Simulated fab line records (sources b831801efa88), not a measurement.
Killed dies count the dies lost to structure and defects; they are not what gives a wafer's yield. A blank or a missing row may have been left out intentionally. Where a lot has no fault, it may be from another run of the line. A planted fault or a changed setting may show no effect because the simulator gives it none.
Which tool was responsible? :: flow gf180mcu :: 6 lots, 18 wafers sampled, at 2 steps of a route of 602

== WHAT EACH GAUGE READ, for each wafer ==
GF_NWELL_TW_MEAS_11.
lot: L552
measured: day 4 06:10
on: filmMetro-01
NWELL_TW: 1581 1568 1566

lot: L555
measured: day 4 23:53
on: filmMetro-01
NWELL_TW: 1575 1565 1578

lot: L557
measured: day 5 08:33
on: filmMetro-03
NWELL_TW: 1533 1543 1548

lot: L565
measured: day 7 05:36
on: filmMetro-01
NWELL_TW: 1640 1638 1645

lot: L568
measured: day 7 19:32
on: filmMetro-04
NWELL_TW: 1566 1559 1567

lot: L571
measured: day 8 12:31
on: filmMetro-01
NWELL_TW: 1582 1573 1575

== WHICH TOOL RAN EACH LOT (tool, then ch and the chambers of the sampled wafers, then the start) ==
lot: L552
GF_NWELL_IMPLANT_09: implanter-01 ch 0, day 4 05:57

lot: L555
GF_NWELL_IMPLANT_09: implanter-03 ch 0, day 4 23:38

lot: L557
GF_NWELL_IMPLANT_09: implanter-01 ch 0, day 5 08:18

lot: L565
GF_NWELL_IMPLANT_09: implanter-03 ch 0, day 7 05:22

lot: L568
GF_NWELL_IMPLANT_09: implanter-01 ch 0, day 7 19:17

lot: L571
GF_NWELL_IMPLANT_09: implanter-01 ch 0, day 8 12:17
- GF_NWELL_IMPLANT_09

== THE ANSWER, worked out from the rows above alone ==
Rule: usual is defined by the lots themselves. The widest of any qualifying gaps counts: lots, ordered by their means at a reading, are off when they make up no more than a third of the lots, leave a main group of 4 or more, and stand apart from it by 3 or more times the standard deviation of that group's means. A main group is skipped when, at the precision printed for the reading in the tables above, its means are all equal. Also off: a lot with no number at a reading for which 4 or more lots have one. Any other lot the step has rows for is counted as sound.
Off: at GF_NWELL_TW_MEAS_11 (NWELL_TW), L565. Mean 1565 and standard deviation 13 in the main group.
If a tool, at a process step before that reading, ran all the lots that are off and no sound lot after the first of them, it fits. The gauges at GF_NWELL_TW_MEAS_11 are tried like those tools. One fits: GF_NWELL_IMPLANT_09 on implanter-03. Its last sound lot is L555 (day 4 23:38), its first lot that is off L565 (day 7 05:22): a fault that began between those two fits.

== WHAT WAS PUT IN BY THE SIMULATOR ==
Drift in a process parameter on implanter-03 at GF_NWELL_IMPLANT_09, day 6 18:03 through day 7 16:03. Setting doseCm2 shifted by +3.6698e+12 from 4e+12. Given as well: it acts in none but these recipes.
Shown lots that were struck: L565. This agrees with what the rule above found.
